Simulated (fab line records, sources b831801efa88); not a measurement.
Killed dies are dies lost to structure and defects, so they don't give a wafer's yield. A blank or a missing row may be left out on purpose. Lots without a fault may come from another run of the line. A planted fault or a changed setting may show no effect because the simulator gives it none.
fab line records | flow sky130
record lots=13 wafers=39 last_day=50
route steps=708 shown FIELD_ISO@5 NWELL@81 POLY_GATE@221 PAD_OPEN@708
lots that met no fault: from a run of the same line without faults
start_h: hours from the record's first day to the start of the lot's first wafer shown | wait_h: hours since the lot's step before | " the same as in the row above | L1.1+2: a row that stands for several wafers | - no value, or no start given | * or withheld: withheld | < > ~ a bound
route shown NAME@n: a module of which the file shows steps, and the number in the route of the first | usual: mean/standard deviation of fault-free wafers | same: alike in all rows | chamber/n: place in a boat | sites: the reading at each site | _std_site: their standard deviation | _edge_site: outer sites' mean less inner sites' | radius_mm: how far each site lies from the wafer's centre | mask NAME#n: copy n | behind: the tool/chamber that last shaped the wafer | hold: why the lot was held/for how many hours/how that ended | device: the transistor (n, p or np) that didn't switch | end of line: the same wafers' tests at the end of the route | a step without rows: its recipe alone | killed: dies lost to structure and defects at the first sort, not the wafer's yield | map: a wafer's dies, x killed, . not, _ none there
set.NAME: the setting as run; set.NAME@STEP: as run at that earlier step | model.NAME: the simulator's own value behind a step, which no gauge read
steps of the route over a sample of lots; a table a step, a row a wafer
services: from which hour (start_h, from the record's first day; less than 0 if before it) a tool's chamber was out of use, for how many hours, and why
## steps
# step SKY_FIELD_ISO_THK_MEAS_04
# recipe reads=Si3N4_of_FIELD_ISO_CVD_03
# usual FIELD_ISO_CVD_03_THK=166.0/1.1
# columns lot.wafer tool chamber start_h wait_h FIELD_ISO_CVD_03_THK[nm]
L669.2 film_metro-01 - 13.49 0.0 164.5
L669.3 " - " " 164.9
L669.6 " - " " 164.1
L670.1 film_metro-04 - 18.80 0.0 164.3
L670.2 " - " " 165.8
L670.3 " - " " 166.2
L671.2 film_metro-04 - 27.64 0.0 167.1
L671.4 " - " " 166.2
L671.5 " - " " 167.1
L672.2 film_metro-02 - 31.99 0.0 166.3
L672.3 " - " " 166.4
L672.6 " - " " 165.1
L675.2 film_metro-01 - 44.19 0.0 167.4
L675.4 " - " " 168.0
L675.6 " - " " 167.2
L676.1 film_metro-04 - 49.14 0.0 168.3
L676.4 " - " " 167.0
L676.5 " - " " 167.3
L677.4 film_metro-01 - 54.10 0.0 166.5
L677.5 " - " " 165.4
L677.6 " - " " 165.6
L684.1 film_metro-01 - 90.00 0.0 166.3
L684.5 " - " " 166.3
L684.6 " - " " 165.8
L685.1 film_metro-04 - 94.54 0.0 164.8
L685.5 " - " " 165.6
L685.6 " - " " 164.8
L687.1 film_metro-04 - 104.16 0.0 167.0
L687.2 " - " " 168.1
L687.6 " - " " 166.2
L690.3 film_metro-02 - 119.59 0.0 164.9
L690.4 " - " " 163.6
L690.5 " - " " 165.2
L691.2 film_metro-04 - 126.39 0.0 164.6
L691.3 " - " " 166.5
L691.4 " - " " 166.0
L692.3 film_metro-01 - 130.60 0.0 164.4
L692.4 " - " " 166.9
L692.5 " - " " 166.1
# step SKY_FIELD_ISO_ETCH_17
# recipe target_depth_a=3420 mask_material=Si3N4 chemistry=HBr/Cl2/O2 target=Si taper_deg=5 icp_w=600 bias_w=150 pressure_mtorr=15 HBr_flow_sccm=150 Cl2_flow_sccm=40 O2_flow_sccm=6 time_s=97.7
# usual drypump_motor_current_A=5.7/0.46 oes_product_au=1.002/0.0098 throttle_valve_pct=25.656/0.011
# columns lot.wafer tool chamber start_h wait_h drypump_motor_current_A oes_product_au rf_hours_counter_h throttle_valve_pct
L669.2 rie_si-01 2 28.17 0.1 5.1 1.012 35 25.653
L669.3 " 3 " " 5.4 1.006 46 25.653
L669.6 " 0 " " 5.1 0.993 - 25.652
L670.1 rie_si-01 0 32.62 0.1 5.1 0.989 75 25.672
L670.2 " 2 " " 5.1 1.004 35 25.656
L670.3 " 1 " " 6.2 0.985 150 25.660
L671.2 rie_si-02 0 42.56 0.1 6.1 1.008 94 25.643
L671.4 " 3 " " 6.1 1.019 139 25.649
L671.5 " 1 " " 6.4 1.001 - 25.666
L672.2 rie_si-02 1 46.91 0.1 6.4 0.999 145 25.655
L672.3 " 0 " " 6.1 0.992 94 25.669
L672.6 " 1 " " 6.4 1.001 - 25.676
L675.2 rie_si-01 0 60.91 0.1 5.1 1.000 75 25.659
L675.4 " 3 " " 5.4 0.997 46 25.669
L675.6 " 1 " " 6.1 1.006 - 25.643
L676.1 rie_si-02 1 65.46 0.1 6.3 1.003 145 25.653
L676.4 " 3 " " 6.1 1.009 139 25.653
L676.5 " 2 " " 5.5 1.002 - 25.656
L677.4 rie_si-02 2 69.77 0.0 5.5 1.005 82 25.667
L677.5 " 3 " " 6.1 0.999 - 25.642
L677.6 " 0 " " 6.2 0.998 - 25.659
L684.1 rie_si-02 2 107.76 0.1 5.5 1.002 82 25.658
L684.5 " 0 " " 6.1 0.991 - 25.633
L684.6 " 3 " " 6.1 1.010 - 25.643
L685.1 rie_si-01 3 112.56 0.1 5.4 0.996 46 25.655
L685.5 " 3 " " 5.4 1.005 - 25.638
L685.6 " 2 " " 5.1 1.017 - 25.633
L687.1 rie_si-02 0 122.42 0.1 6.1 1.005 94 25.652
L687.2 " 2 " " 5.5 1.010 82 25.643
L687.6 " 2 " " 5.5 1.008 - 25.654
L690.3 rie_si-01 3 138.92 0.0 5.4 0.996 47 25.645
L690.4 " 0 " " 5.1 0.998 75 25.660
L690.5 " 2 " " 5.2 1.002 - 25.674
L691.2 rie_si-01 2 146.01 0.1 5.1 0.993 36 25.669
L691.3 " 0 " " 5.1 1.001 75 25.654
L691.4 " 1 " " 6.2 0.988 0 25.665
L692.3 rie_si-02 2 151.46 0.0 5.5 0.992 83 25.648
L692.4 " 0 " " 6.2 0.982 95 25.655
L692.5 " 0 " " 6.1 0.994 - 25.648
# step SKY_NWELL_RTA_28
# recipe temp_c=1050 time_s=30 idle_temp_c=650 ramp_up_c_per_s=150 ramp_down_c_per_s=90 ambient=N2
# usual lamp_power_pct=25.30/0.061 wafer_temp_C_max=1054.7/0.97
# columns lot.wafer tool chamber start_h wait_h lamp_power_pct wafer_temp_C_max
L669.2 rtp_anneal-02 0 105.95 0.0 25.36 1053.1
L669.3 " 0 " " 25.30 1054.9
L669.6 " 0 " " 25.28 1055.3
L670.1 rtp_anneal-01 0 110.64 0.0 25.36 1053.9
L670.2 " 0 " " 25.37 1053.9
L670.3 " 0 " " 25.21 1055.0
L671.2 rtp_anneal-02 0 117.70 0.0 25.26 1055.2
L671.4 " 0 " " 25.40 1056.1
L671.5 " 0 " " 25.34 1055.7
L672.2 rtp_anneal-02 0 124.20 0.0 25.25 1054.4
L672.3 " 0 " " 25.17 1054.5
L672.6 " 0 " " 25.26 1054.5
L675.2 rtp_anneal-02 0 146.00 0.0 25.29 1053.8
L675.4 " 0 " " 25.23 1054.5
L675.6 " 0 " " 25.23 1055.3
L676.1 rtp_anneal-01 0 146.79 0.0 25.42 1053.0
L676.4 " 0 " " 25.30 1055.6
L676.5 " 0 " " 25.21 1056.4
L677.4 rtp_anneal-02 0 153.04 0.1 25.33 1056.4
L677.5 " 0 " " 25.28 1056.8
L677.6 " 0 " " 25.28 1054.4
L684.1 rtp_anneal-01 0 195.06 0.0 25.30 1055.2
L684.5 " 0 " " 25.34 1054.8
L684.6 " 0 " " 25.26 1055.5
L685.1 rtp_anneal-02 0 204.45 0.0 25.24 1054.4
L685.5 " 0 " " 25.36 1055.5
L685.6 " 0 " " 25.26 1058.1
L687.1 rtp_anneal-01 0 216.36 0.0 25.34 1053.1
L687.2 " 0 " " 25.39 1054.6
L687.6 " 0 " " 25.28 1054.0
L690.3 rtp_anneal-02 0 229.52 0.0 25.21 1054.1
L690.4 " 0 " " 25.32 1054.9
L690.5 " 0 " " 25.44 1055.3
L691.2 rtp_anneal-02 0 241.07 0.0 25.33 1054.9
L691.3 " 0 " " 25.40 1052.5
L691.4 " 0 " " 25.25 1055.3
L692.3 rtp_anneal-01 0 246.02 0.0 25.38 1054.0
L692.4 " 0 " " 25.39 1053.8
L692.5 " 0 " " 25.29 1055.2
# step SKY_POLY_GATE_COAT_07
# recipe resist=BARC temp_c=withheld time_s=withheld spin_rpm=3000 resist_thk_nm=110
# usual resist_line_temp_C=* spin_speed_rpm=2999.8/2.2
# columns lot.wafer tool chamber start_h wait_h resist_line_temp_C spin_speed_rpm
L669.2 litho_track-02 0 358.63 0.1 * 2998.2
L669.3 " 0 " " * 3002.1
L669.6 " 0 " " * 3000.7
L670.1 litho_track-03 0 368.99 0.1 * 3000.2
L670.2 " 0 " " * 2995.9
L670.3 " 0 " " * 2998.1
L671.2 litho_track-03 0 376.67 0.1 * 3002.2
L671.4 " 0 " " * 2997.1
L671.5 " 0 " " * 2998.0
L672.2 litho_track-01 0 391.69 0.1 * 3001.3
L672.3 " 0 " " * 2999.1
L672.6 " 0 " " * 3001.5
L676.1 litho_track-02 0 415.95 0.1 * 2999.8
L676.4 " 0 " " * 3000.2
L676.5 " 0 " " * 2998.2
L675.2 litho_track-03 0 417.17 0.1 * 3000.8
L675.4 " 0 " " * 3002.0
L675.6 " 0 " " * 3000.0
L677.4 litho_track-02 0 428.72 0.1 * 2999.8
L677.5 " 0 " " * 3001.3
L677.6 " 0 " " * 2997.8
L684.1 litho_track-03 0 485.74 0.1 * 3155.6
L684.5 " 0 " " * 3152.1
L684.6 " 0 " " * 3150.8
L685.1 litho_track-02 0 499.90 0.1 * 2997.8
L685.5 " 0 " " * 3003.1
L685.6 " 0 " " * 3000.5
L687.1 litho_track-03 0 516.94 0.1 * 3150.8
L687.2 " 0 " " * 3150.3
L687.6 " 0 " " * 3151.4
L690.3 litho_track-02 0 534.25 0.1 * 3000.5
L690.4 " 0 " " * 3001.3
L690.5 " 0 " " * 2997.7
L691.2 litho_track-02 0 551.17 0.1 * 2997.0
L691.3 " 0 " " * 2998.6
L691.4 " 0 " " * 2997.1
L692.3 litho_track-02 0 557.75 0.1 * 3004.1
L692.4 " 0 " " * 2997.5
L692.5 " 0 " " * 2999.2
# step SKY_PAD_OPEN_PROBE_99
# usual killed_at_M0_to_M3=43/6.8 killed_at_M4_up=3.1/1.6 killed_at_contacts=24/5.4 killed_at_front_end=16/4.4 killed_at_other=0.2/0.48 killed_dies=87/8.8 killed_open=48/6.4 killed_short=39/6.2
# same gross_dies=492 killed_at_back_side=0
# columns lot.wafer tool chamber start_h wait_h killed_at_M0_to_M3 killed_at_M4_up killed_at_contacts killed_at_front_end killed_at_other killed_dies killed_open killed_short
L677.4 prober-01 - 1125.03 0.2 44 4 24 17 0 89 51 38
L677.5 prober-01 - 1125.08 0.2 45 4 30 11 0 90 53 37
L677.6 prober-01 - 1125.13 0.2 44 1 27 15 0 87 51 36
# killed by level:class
L677.4 VIA1:geometric_particle:open=10 LI_CONTACT:geometric_particle:open=8 CONTACT:geometric_particle:open=7 VIA3:geometric_particle:open=7 VIA1:geometric_particle:short=6 FIELD_ISO:geometric_particle:short=5 LOCAL_INTERCONNECT:geometric_particle:short=4 VIA2:geometric_particle:open=4
L677.5 CONTACT:geometric_particle:open=9 LI_CONTACT:geometric_particle:open=8 VIA1:geometric_particle:open=8 VIA2:geometric_particle:open=8 VIA3:geometric_particle:open=7 METAL2:geometric_particle:short=6 CONTACT:geometric_particle:short=5 METAL1:geometric_particle:short=5
L677.6 VIA1:geometric_particle:open=12 CONTACT:geometric_particle:open=11 VIA3:geometric_particle:open=8 VIA2:geometric_particle:open=6 LOCAL_INTERCONNECT:geometric_particle:short=5 CONTACT:geometric_particle:short=5 SPACER:geometric_particle:short=4 LI_CONTACT:geometric_particle:open=4
## services
# columns tool chamber start_h hours kind
rie_si-02 3 27.13 1.0 repair
rie_si-02 0 29.46 2.4 repair
rie_si-02 1 103.45 - clean
rie_si-02 1 103.45 20.1 scheduled_down
rie_si-02 1 103.45 20.1 vent_cycle
rie_si-02 3 125.82 - clean
rie_si-02 3 125.82 14.3 scheduled_down
rie_si-01 - 133.99 0.4 repair
rie_si-01 3 159.82 27.2 repair
rie_si-01 - 211.59 0.5 repair
rie_si-02 2 286.01 13.4 repair
rtp_anneal-01 - 289.60 3.9 pm
rie_si-02 2 312.00 2.0 repair
rie_si-01 0 350.31 12.9 repair
rie_si-02 1 365.27 17.4 repair
rie_si-02 1 403.91 2.4 repair
rie_si-02 2 410.10 1.2 repair
rie_si-02 0 429.08 3.9 repair
rie_si-02 0 455.77 6.2 repair
rie_si-01 - 462.06 1.2 repair
rtp_anneal-02 - 472.25 5.0 pm
rie_si-02 - 494.52 2.8 pm
rie_si-01 - 513.50 0.2 repair
rie_si-01 0 530.02 3.7 repair
## key
first_sign step=SKY_POLY_GATE_COAT_07 reading=spin_speed_rpm direction=up sigmas=69 usual=2999.8 struck=3151.8
effect none on later readings
met_at SKY_POLY_GATE_COAT_07
struck_lots L684,L687
tester_left_out L684,L687
not_acting_at SKY_FIELD_ISO_THK_MEAS_04,SKY_FIELD_ISO_ETCH_17,SKY_NWELL_RTA_28
onset_between 417.17 485.74
fault kind=process_parameter_drift tool=litho_track-03 chamber=- onset_h=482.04 steps=SKY_POLY_GATE_COAT_07 channel=spin_rpm offset=149.62 shape=step end_h=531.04 acts_in=these_recipes_only stated=3000
# tester_left_out: of these lots the tester's yield and bins aren't shown, on N5 and GAA mostly nor the transistor test; their killed dies are dies lost to structure and defects alone, not to doping, threshold or leakage, so they don't give the yield
